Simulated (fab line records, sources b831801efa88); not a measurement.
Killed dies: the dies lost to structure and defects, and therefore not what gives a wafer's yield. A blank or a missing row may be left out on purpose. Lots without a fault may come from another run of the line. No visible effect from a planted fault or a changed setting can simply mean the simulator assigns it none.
Tool commonality check -- flow gf180mcu -- Lots sampled 13, wafers sampled 39

## WHY THIS WAS OPENED
At GF_M2_CD_MEAS_14 the reading cdNm is flagged on 1 of 13 lots. Wafers without a fault read 280.3 nm, standard deviation 1.4.
Rule: a lot gets a flag if all its wafers with a number sit over 4 standard deviations from that mean, or if no wafer of it has a number. All remaining lots are regarded as sound.

lot,measured,on,"cdNm (nm), wafer by wafer",flag
L282,day 18 23:10,cdSem-02,280.5 281.2 281.1,
L283,day 19 09:02,cdSem-02,279.5 279.1 280.1,
L284,day 19 19:27,cdSem-02,281.0 282.4 281.7,
L285,day 20 11:03,cdSem-02,279.5 278.8 279.6,
L288,day 21 20:43,cdSem-01,282.0 282.4 282.5,
L289,day 22 03:52,cdSem-02,282.7 282.7 282.7,
L292,day 23 03:22,cdSem-02,281.8 283.3 282.9,
L293,day 23 10:28,cdSem-02,279.4 278.5 280.0,
L296,day 24 12:25,cdSem-02,277.9 278.0 278.1,
L297,day 24 17:40,cdSem-01,274.3 257.4 257.5,FLAGGED
L303,day 26 23:34,cdSem-01,279.6 278.7 278.7,
L304,day 26 23:55,cdSem-02,281.0 280.6 279.1,
L305,day 27 03:39,cdSem-02,279.6 280.9 280.6,
The mean of the flagged lots' numbers is 263.1 nm, -17.2 nm from the usual (-12 standard deviations).

## WHICH TOOL EACH LOT WENT THROUGH
2 process steps preceding the reading are held in the record, out of 602 steps in the route. Each cell gives the tool, then ch followed by the chambers the sampled wafers passed through, then the start.
lot,flag,GF_V1_SPUTTER_21,GF_M2_EXPOSE_11
L282,,"pvdSputter-02, day 17 22:06","krfScanner-02 ch 0, day 18 11:33"
L283,,"pvdSputter-04, day 18 08:05","krfScanner-01 ch 0, day 18 20:52"
L284,,"pvdSputter-02, day 18 18:22","krfScanner-01 ch 0, day 19 08:05"
L285,,"pvdSputter-02, day 19 09:16","krfScanner-02 ch 0, day 19 22:53"
L288,,"pvdSputter-01, day 20 19:48","krfScanner-01 ch 0, day 21 08:59"
L289,,"pvdSputter-04, day 21 03:28","krfScanner-01 ch 0, day 21 16:00"
L292,,"pvdSputter-01, day 22 03:38","krfScanner-02 ch 0, day 22 16:22"
L293,,"pvdSputter-01, day 22 10:47","krfScanner-02 ch 0, day 22 23:01"
L296,,"pvdSputter-01, day 23 13:50","krfScanner-02 ch 0, day 24 02:02"
L297,FLAGGED,"pvdSputter-04, day 23 19:22","krfScanner-01 ch 0, day 24 07:02"
L303,,"pvdSputter-04, day 26 02:43","krfScanner-01 ch 0, day 26 13:17"
L304,,"pvdSputter-02, day 26 02:53","krfScanner-01 ch 0, day 26 13:41"
L305,,"pvdSputter-02, day 26 06:32","krfScanner-01 ch 0, day 26 17:52"
What these steps do:
- GF_V1_SPUTTER_21: material Ti, target thk 15 nm, time 80.02 s.
- GF_M2_EXPOSE_11: exposes mask Metal2, target cd 280 nm.
- GF_M2_CD_MEAS_14: target cd 280 nm.

## FLAGGED OVER TOTAL, TOOL BY TOOL (the gauges that took the reading come last)
step,tool,lots run,flagged,share of the flagged lots,sound lots run after its first flagged lot
GF_V1_SPUTTER_21,pvdSputter-01,4,0,none,-
GF_V1_SPUTTER_21,pvdSputter-02,5,0,none,-
GF_V1_SPUTTER_21,pvdSputter-04,4,1,all,1 (L303)
GF_M2_EXPOSE_11,krfScanner-01,8,1,all,"3 (L303,L304,L305)"
GF_M2_EXPOSE_11,krfScanner-02,5,0,none,-
GF_M2_CD_MEAS_14,cdSem-01,3,1,all,1 (L303)
GF_M2_CD_MEAS_14,cdSem-02,10,0,none,-

## WHAT THE TABLE ALLOWS
Every flagged lot was run by 3 rows of the table: pvdSputter-04 at GF_V1_SPUTTER_21, krfScanner-01 at GF_M2_EXPOSE_11 and cdSem-01 at GF_M2_CD_MEAS_14.
- pvdSputter-04 at GF_V1_SPUTTER_21: 1 of its 4 lots flagged. Sound lots followed the first flagged one (L303) on it, something a lasting fault affecting the whole tool could not allow.
- krfScanner-01 at GF_M2_EXPOSE_11: 1 of its 8 lots flagged. Sound lots followed the first flagged one (L303, L304, L305) on it, something a lasting fault affecting the whole tool could not allow. Its own readings lie more than 4 standard deviations out on every wafer of the flagged lots: exposureDoseMJCm2.
- cdSem-01 at GF_M2_CD_MEAS_14: 1 of its 3 lots flagged. Sound lots followed the first flagged one (L303) on it, something a lasting fault affecting the whole tool could not allow.
Not one row of the table ran every flagged lot while running no sound lot after the first.

## WHAT HAD BEEN PUT IN BY THE SIMULATOR
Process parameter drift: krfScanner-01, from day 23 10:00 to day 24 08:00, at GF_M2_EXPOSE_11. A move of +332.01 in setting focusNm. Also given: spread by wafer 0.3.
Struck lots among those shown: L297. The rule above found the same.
